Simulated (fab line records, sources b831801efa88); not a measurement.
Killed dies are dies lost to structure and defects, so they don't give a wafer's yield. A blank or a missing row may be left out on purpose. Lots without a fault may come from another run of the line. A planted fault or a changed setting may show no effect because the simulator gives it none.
A struck lot beside a sound one | flow sky130 | 17 steps out of a route of 708
Sound: wafers L392.1, L392.2, L392.3. Struck: wafers L400.3, L400.4, L400.6. The cause comes at the end.
At each step with rows: each side's tool, then ch and its chambers, then its first start. Under that, the readings that differ: sound wafers | struck wafers | difference of the means | sigmas: that difference in standard deviations of wafers without a fault.
alike: readings whose means differ by less than 2 such deviations, and words and numbers that are the same on both sides. not compared: withheld readings, readings that some wafer has no value for, bounds like >300 that may hide the same value, and numbers for which the record gives no deviation and whose values overlap.
The two part at a step that has a row with sigmas, a row that says differs or no value, or rows on one side only. Numbers that don't overlap but have no deviation are shown without sigmas and don't part them. A reading that every wafer of one side lacks parts them only if that side has two wafers or more.

SKY_LDD_P_OVL_MEAS_08:
  sound on overlay-01, day 21 09:55; struck on overlay-02, day 24 09:08
  alike: LDD_P_OVL
then, 1 step without rows for these wafers: SKY_LDD_P_IMPLANT_09.
SKY_LDD_P_STRIP_10: strips in O2/N2.
  sound on plasma_asher-01 ch 0,1, day 21 10:06; struck on plasma_asher-04 ch 0,1, day 24 09:20
  alike: chamber_pressure_mTorr, drypump_motor_current_A, oes_product_au, strip_time_to_endpoint_s
  not compared: rf_hours_counter_h
SKY_LDD_P_TW_MEAS_11:
  sound on film_metro-01, day 21 10:12; struck on film_metro-01, day 24 09:25
  alike: LDD_P_TW
then, 7 steps without rows for these wafers: SKY_LDD_HVN_DEHYDRATE_00 (time 60 s); SKY_LDD_HVN_HMDS_01 (prime time 60 s); SKY_LDD_HVN_COAT_02 (resist thk 300 nm); SKY_LDD_HVN_SOFTBAKE_03 (time 60 s); SKY_LDD_HVN_EXPOSE_04 (exposes mask HVNTM, target cd 700 nm); SKY_LDD_HVN_PEB_05; SKY_LDD_HVN_DEVELOP_06 (develop time 60 s).
SKY_LDD_HVN_OVL_MEAS_07:
  sound on overlay-02, day 22 17:22; struck on overlay-02, day 25 15:38
  alike: LDD_HVN_OVL
SKY_LDD_HVN_IMPLANT_08:
  sound on implanter-01 ch 0, day 22 17:24; struck on implanter-04 ch 0, day 25 16:01
SKY_LDD_HVN_STRIP_09: strips in O2/N2.
  sound on plasma_asher-02 ch 0,1, day 22 17:33; struck on plasma_asher-04 ch 0,1, day 25 16:09
  alike: chamber_pressure_mTorr, drypump_motor_current_A, oes_product_au, strip_time_to_endpoint_s
  not compared: rf_hours_counter_h
SKY_LDD_HVN_TW_MEAS_10:
  sound on film_metro-03, day 22 17:39; struck on film_metro-04, day 25 16:14
  reading    | sound          | struck         | difference | sigmas
  LDD_HVN_TW | 1447 1437 1431 | 1793 1800 1796 | +358       | +30
then, 1 step without rows for these wafers: SKY_LDD_HVP_DEHYDRATE_00 (time 60 s).
-- the record jumps here: 24 days lie between the struck wafers' starts before and after (it left off in module LDD_HVP and takes up again in module PAD_OPEN, whose first step shown is number 708 of the route) --
SKY_PAD_OPEN_PROBE_99:
  sound on prober-01, day 48 00:13; struck on prober-01, day 49 19:41
  reading                                  | sound                | struck              | difference | sigmas
  model.etest.tip_n_5v.rs_ohm_sq           | 1431 1440 1425       | 845.3 840.7 837.6   | -590.8     |
  model.etest.nfet_g5v0d10v5.r_on_ohm_um   | 1914 1919 1947       | 1720 1722 1703      | -212       |
  model.etest.nfet_g5v0d10v5.drive_ua_um   | 588.6 588.9 583.7    | 658.3 666.2 669.7   | +77.7      |
  model.etest.nfet_05v0_nvt.drive_ua_um    | 559.7 557.6 553      | 599.6 603.2 603.7   | +45.4      |
  model.etest.res_ndiff_hv.rs_ohm_sq       | 114.6 114.9 114.3    | 111 110.8 110.4     | -4         |
  model.etest.ring_5v.delay_ps             | 45.08 44.63 45.49    | 42.91 43.72 43.23   | -1.78      |
  model.etest.nfet_05v0_nvt.off_log10_a_um | -11.17 -11.05 -11.07 | -10.55 -10.7 -10.69 | +0.45      |
  alike: killed_at_M0_to_M3, killed_at_M4_up, killed_at_contacts, killed_at_front_end, killed_at_other, killed_dies, killed_open, killed_short
  not compared: model.etest.tip_n_5v.rs_ohm_sq_range

WHERE THEY PART
Only at SKY_LDD_HVN_TW_MEAS_10, within this record. Later steps at which nothing parts them and some readings are alike: SKY_PAD_OPEN_PROBE_99.

WHY: what the simulator had put in
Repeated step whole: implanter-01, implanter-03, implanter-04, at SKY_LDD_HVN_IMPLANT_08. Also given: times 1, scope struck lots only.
